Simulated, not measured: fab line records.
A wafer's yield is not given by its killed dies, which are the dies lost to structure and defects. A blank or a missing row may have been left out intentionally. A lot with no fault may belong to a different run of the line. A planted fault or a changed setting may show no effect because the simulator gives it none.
Which tool was responsible? + flow sky130 + 10 lots, 30 wafers sampled, at 5 steps of a route of 708

WHAT EACH GAUGE READ, for each wafer
SKY_SD_N_RS_MEAS_16: uses a four-point probe to measure. Usual: SD_N_RS 68.51 ohm/sq, standard deviation 0.11.
| lot  | measured     | on           | SD_N_RS (ohm/sq)  | flag |
|------|--------------|--------------|-------------------|------|
| L591 | day 28 22:25 | filmMetro-03 | 68.61 68.47 68.45 |      |
| L592 | day 29 00:59 | filmMetro-01 | 68.47 68.49 68.56 |      |
| L595 | day 30 06:48 | filmMetro-01 | 68.44 68.51 68.53 |      |
| L596 | day 30 14:39 | filmMetro-03 | 68.37 68.62 68.52 |      |
| L603 | day 32 23:22 | filmMetro-01 | 65.90 66.01 65.89 | OFF  |
| L604 | day 33 09:01 | filmMetro-01 | 66.21 65.97 66.00 | OFF  |
| L606 | day 34 03:50 | filmMetro-04 | 66.18 65.97 66.01 | OFF  |
| L609 | day 34 20:40 | filmMetro-03 | 68.38 68.59 68.54 |      |
| L610 | day 34 23:35 | filmMetro-01 | 68.33 68.33 68.52 |      |
| L611 | day 35 10:37 | filmMetro-04 | 68.64 68.49 68.66 |      |

WHICH TOOL RAN EACH LOT (tool, then ch and the chambers of the sampled wafers, then the start)
| lot  | SKY_POLY_CUT_ETCH_10              | SKY_POLY_CUT_STRIP_12               | SKY_SD_N_IMPLANT_09             | SKY_SD_N_STRIP_11                   |
|------|-----------------------------------|-------------------------------------|---------------------------------|-------------------------------------|
| L591 | rieDiel-04 ch 0,1,2, day 25 06:55 | plasmaAsher-01 ch 0,1, day 25 06:59 | implanter-03 ch 0, day 28 21:43 | plasmaAsher-02 ch 0,1, day 28 22:01 |
| L592 | rieDiel-04 ch 0,2, day 25 11:16   | plasmaAsher-04 ch 0,1, day 25 11:20 | implanter-03 ch 0, day 29 00:19 | plasmaAsher-03 ch 0,1, day 29 00:37 |
| L595 | rieDiel-03 ch 0,1,2, day 26 17:14 | plasmaAsher-04 ch 0,1, day 26 17:21 | implanter-03 ch 0, day 30 06:07 | plasmaAsher-03 ch 0,1, day 30 06:25 |
| L596 | rieDiel-02 ch 2,3, day 27 02:25   | plasmaAsher-03 ch 0,1, day 27 02:31 | implanter-01 ch 0, day 30 13:55 | plasmaAsher-02 ch 0,1, day 30 14:13 |
| L603 | rieDiel-03 ch 2,3, day 29 11:07   | plasmaAsher-03 ch 0,1, day 29 11:11 | implanter-01 ch 0, day 32 22:40 | plasmaAsher-03 ch 0,1, day 32 22:58 |
| L604 | rieDiel-04 ch 0,1,2, day 29 20:47 | plasmaAsher-03 ch 0,1, day 29 20:54 | implanter-01 ch 0, day 33 08:21 | plasmaAsher-02 ch 0,1, day 33 08:37 |
| L606 | rieDiel-02 ch 1,2, day 30 17:34   | plasmaAsher-03 ch 0, day 30 17:39   | implanter-01 ch 0, day 34 03:09 | plasmaAsher-02 ch 0,1, day 34 03:25 |
| L609 | rieDiel-03 ch 0,2, day 31 06:46   | plasmaAsher-01 ch 0,1, day 31 06:51 | implanter-03 ch 0, day 34 19:58 | plasmaAsher-03 ch 0,1, day 34 20:16 |
| L610 | rieDiel-02 ch 1,2,3, day 31 14:22 | plasmaAsher-03 ch 0,1, day 31 14:26 | implanter-03 ch 0, day 34 22:53 | plasmaAsher-04 ch 0,1, day 34 23:11 |
| L611 | rieDiel-02 ch 1,2,3, day 32 03:55 | plasmaAsher-03 ch 0,1, day 32 03:59 | implanter-02 ch 0, day 35 09:55 | plasmaAsher-04 ch 0,1, day 35 10:13 |
- SKY_POLY_CUT_ETCH_10: etches BARC in N2/H2, stops on SiO2, time 45.9 s, target depth 60 nm.
- SKY_POLY_CUT_STRIP_12: strips in O2/N2.
- SKY_SD_N_IMPLANT_09
- SKY_SD_N_STRIP_11: strips in O2/N2.

AS READ BY THE TOOLS THEMSELVES (means over the sampled wafers that have a number; for cases with no such wafer, the mark the record gives instead)
SKY_POLY_CUT_ETCH_10. Usual: drypumpMotorCurrentA 5.98 A, standard deviation 0.29; oesProductAu 0.854 a.u., standard deviation 0.0052; throttleValvePct 13.224 %, standard deviation 0.01.
| lot  | tool       | drypumpMotorCurrentA (A) | oesProductAu (a.u.) | throttleValvePct (%) | flag |
|------|------------|--------------------------|---------------------|----------------------|------|
| L591 | rieDiel-04 | 6.04                     | 0.851               | 13.222               |      |
| L592 | rieDiel-04 | 5.72                     | 0.851               | 13.227               |      |
| L595 | rieDiel-03 | 5.85                     | 0.855               | 13.219               |      |
| L596 | rieDiel-02 | 6.23                     | 0.859               | 13.228               |      |
| L603 | rieDiel-03 | 5.60                     | 0.854               | 13.215               |      |
| L604 | rieDiel-04 | 6.04                     | 0.853               | 13.230               |      |
| L606 | rieDiel-02 | 6.15                     | 0.852               | 13.230               |      |
| L609 | rieDiel-03 | 6.00                     | 0.851               | 13.229               |      |
| L610 | rieDiel-02 | 6.15                     | 0.855               | 13.224               |      |
| L611 | rieDiel-02 | 6.12                     | 0.857               | 13.216               |      |

SKY_POLY_CUT_STRIP_12. Usual: drypumpMotorCurrentA 5.5 A, standard deviation 0.48; oesProductAu 0.453 a.u., standard deviation 0.0046; stripTimeToEndpointS 5.353 s, standard deviation 0.016.
| lot  | tool           | drypumpMotorCurrentA (A) | oesProductAu (a.u.) | stripTimeToEndpointS (s) | flag |
|------|----------------|--------------------------|---------------------|--------------------------|------|
| L591 | plasmaAsher-01 | 6.1                      | 0.450               | 5.365                    |      |
| L592 | plasmaAsher-04 | 5.3                      | 0.447               | 5.348                    |      |
| L595 | plasmaAsher-04 | 5.1                      | 0.457               | 5.334                    |      |
| L596 | plasmaAsher-03 | 5.2                      | 0.453               | 5.367                    |      |
| L603 | plasmaAsher-03 | 5.2                      | 0.449               | 5.356                    |      |
| L604 | plasmaAsher-03 | 5.2                      | 0.454               | 5.361                    |      |
| L606 | plasmaAsher-03 | 5.1                      | 0.456               | 5.358                    |      |
| L609 | plasmaAsher-01 | 6.1                      | 0.454               | 5.353                    |      |
| L610 | plasmaAsher-03 | 5.2                      | 0.452               | 5.334                    |      |
| L611 | plasmaAsher-03 | 5.1                      | 0.452               | 5.362                    |      |

SKY_SD_N_IMPLANT_09. Usual: beamEnergyKeV 50.004, standard deviation 0.017; beamOnS 20.3 s, standard deviation 0.52; doseIonsCm2 4e+15, standard deviation 4.3e+12; faradayCurrentUA 10825, standard deviation 270.
| lot  | tool         | beamEnergyKeV | beamOnS (s) | doseIonsCm2 | faradayCurrentUA | flag |
|------|--------------|---------------|-------------|-------------|------------------|------|
| L591 | implanter-03 | 50.020        | 20.7        | 4e+15       | 10626            |      |
| L592 | implanter-03 | 50.027        | 20.7        | 4e+15       | 10625            |      |
| L595 | implanter-03 | 50.006        | 20.7        | 4e+15       | 10625            |      |
| L596 | implanter-01 | 49.978        | 20.2        | 4e+15       | 10874            |      |
| L603 | implanter-01 | 49.983        | 27.7        | 6e+15       | 11133            | OFF  |
| L604 | implanter-01 | 49.986        | 28.0        | 6e+15       | 11026            | OFF  |
| L606 | implanter-01 | 50.000        | 28.2        | 6e+15       | 10952            | OFF  |
| L609 | implanter-03 | 50.008        | 20.4        | 4e+15       | 10749            |      |
| L610 | implanter-03 | 49.993        | 21.0        | 4e+15       | 10477            |      |
| L611 | implanter-02 | 50.010        | 19.8        | 4e+15       | 11069            |      |

SKY_SD_N_STRIP_11. Usual: drypumpMotorCurrentA 5.09 A, standard deviation 0.22; oesProductAu 0.528 a.u., standard deviation 0.0044; stripTimeToEndpointS 22.56 s, standard deviation 0.046.
| lot  | tool           | drypumpMotorCurrentA (A) | oesProductAu (a.u.) | stripTimeToEndpointS (s) | flag |
|------|----------------|--------------------------|---------------------|--------------------------|------|
| L591 | plasmaAsher-02 | 4.86                     | 0.527               | 22.60                    |      |
| L592 | plasmaAsher-03 | 5.25                     | 0.530               | 22.52                    |      |
| L595 | plasmaAsher-03 | 5.18                     | 0.525               | 22.61                    |      |
| L596 | plasmaAsher-02 | 4.86                     | 0.531               | 22.56                    |      |
| L603 | plasmaAsher-03 | 5.18                     | 0.518               | 23.53                    | OFF  |
| L604 | plasmaAsher-02 | 4.86                     | 0.517               | 23.55                    | OFF  |
| L606 | plasmaAsher-02 | 4.86                     | 0.516               | 23.44                    | OFF  |
| L609 | plasmaAsher-03 | 5.24                     | 0.531               | 22.57                    |      |
| L610 | plasmaAsher-04 | 5.11                     | 0.529               | 22.58                    |      |
| L611 | plasmaAsher-04 | 5.28                     | 0.526               | 22.52                    |      |

THE ANSWER, worked out from the rows above alone
Rule: a lot counts as off when the mean over its wafers that have a number is more than 3 standard deviations away from the usual mean. Also off: a lot with no number at a reading for which 4 or more lots have one. Where the step has rows for the other lots, those lots are counted as sound. Order of review: gauges by route order, followed by the tools' own readings, for which a lot's mean as printed above is used. The first step at which some lot is off is used, and at that step the reading that is off furthest; a lot without a number counts as furthest.
Off: at SKY_SD_N_RS_MEAS_16 (SD_N_RS), L603, L604, L606.
A tool fits if, at a process step before that reading, it ran every lot that is off, and no sound lot after the first of them. Not tried: the gauges at SKY_SD_N_RS_MEAS_16; whatever is off there is also off at SKY_SD_N_IMPLANT_09, on other tools, and gauge error can't account for it. One fits: implanter-01 at SKY_SD_N_IMPLANT_09. A fault onset in the window from L596 (day 30 13:55, its last sound lot) to L603 (day 32 22:40, its first lot off) fits.
The tool's own readings at SKY_SD_N_IMPLANT_09 bear it out: on the lots that are off they differ by more than 5 times the standard deviation of the sound lots' means. beamOnS reads 28.0 s there against 20.5 s on the sound lots; doseIonsCm2 reads 6e+15 there against 4e+15 on the sound lots.

WHAT THE SIMULATOR HAD INSERTED
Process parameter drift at SKY_SD_N_IMPLANT_09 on implanter-01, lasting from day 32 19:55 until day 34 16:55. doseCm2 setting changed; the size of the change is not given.
Lots struck among those shown: L603, L604, L606. Same finding as the rule above.
